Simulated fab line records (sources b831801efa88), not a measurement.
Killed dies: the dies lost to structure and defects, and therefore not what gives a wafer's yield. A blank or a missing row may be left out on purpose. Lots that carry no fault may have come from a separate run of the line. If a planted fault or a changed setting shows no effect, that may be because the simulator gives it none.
Chamber matching	flow gf180mcu	4 sister chambers for GF_V5_CMP_04 on cmp-01
The step polishes SiO2. 22 wafers are shown with their chamber, then 11 later ones without.

== WAFERS WITH THEIR CHAMBER ==
wafer	chamber	motorCurrentA (A)	edgeZonePressureFrac
L075.1	3	11.9	0.992
L075.5	1	13.1	1.002
L075.6	0	10.1	0.998
L079.2	1	13.0	1.000
L079.4	2	10.0	1.000
L079.5	2	10.4	0.992
L083.1	0	10.6	0.994
L083.5	3	12.1	0.996
L083.6	0	11.2	0.997
L084.1	1	12.3	0.995
L084.3	2	10.3	0.997
L084.5	2	10.8	0.997
L084.2	0	10.6	0.997
L084.4	3	12.1	1.001
L084.6	3	12.4	0.994
L085.2	1	12.5	0.996
L085.4	2	10.8	0.999
L085.6	0	11.2	1.000
L086.3	2	10.6	0.997
L086.5	2	10.4	1.005
L086.6	3	12.6	0.997
L087.1	0	10.6	0.984

SIGNATURES, as means of the wafers listed above
reading	chamber 0	chamber 1	chamber 2	chamber 3	scatter within a chamber
motorCurrentA	10.717	12.725	10.471	12.220	0.345
edgeZonePressureFrac	0.99500	0.99825	0.99814	0.99600	0.00432
Rule: distance of a wafer from a chamber = root of the sum over the readings of ((wafer's reading minus chamber's mean) / reading's scatter) squared. If the next closest chamber is less than 2 further off than the closest, the wafer can't be placed; otherwise it belongs to the closest. The scatter is the square root of a quotient: the sum, over the shown wafers, of each reading's squared deviation from its chamber's mean, divided by wafers minus chambers.

== WAFERS WHOSE CHAMBER IS MISSING ==
wafer	motorCurrentA (A)	edgeZonePressureFrac
L087.3	10.4	0.983
L087.6	12.8	1.002
L088.1	10.7	0.995
L088.2	13.0	1.005
L088.6	12.3	1.004
L094.1	10.4	1.004
L094.2	12.9	0.999
L094.6	12.6	0.994
L097.1	10.0	1.009
L097.2	13.1	0.994
L097.5	12.0	1.003

== EACH ONE'S CHAMBER ==
wafer	from the rows above	in truth
L087.3	can't be placed: 0 or 2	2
L087.6	can't be placed: 1 or 3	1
L088.1	can't be placed: 0 or 2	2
L088.2	can't be placed: 1 or 3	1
L088.6	can't be placed: 1 or 3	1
L094.1	can't be placed: 2 or 0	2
L094.2	can't be placed: 1 or 3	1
L094.6	can't be placed: 1 or 3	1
L097.1	can't be placed: 2 or 0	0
L097.2	can't be placed: 1 or 3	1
L097.5	can't be placed: 3 or 1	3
Correct placement for 0 of the 11. Cannot be placed on the basis of these rows: 11; the candidates contain the true chamber in 11. Number placed wrongly: 0.
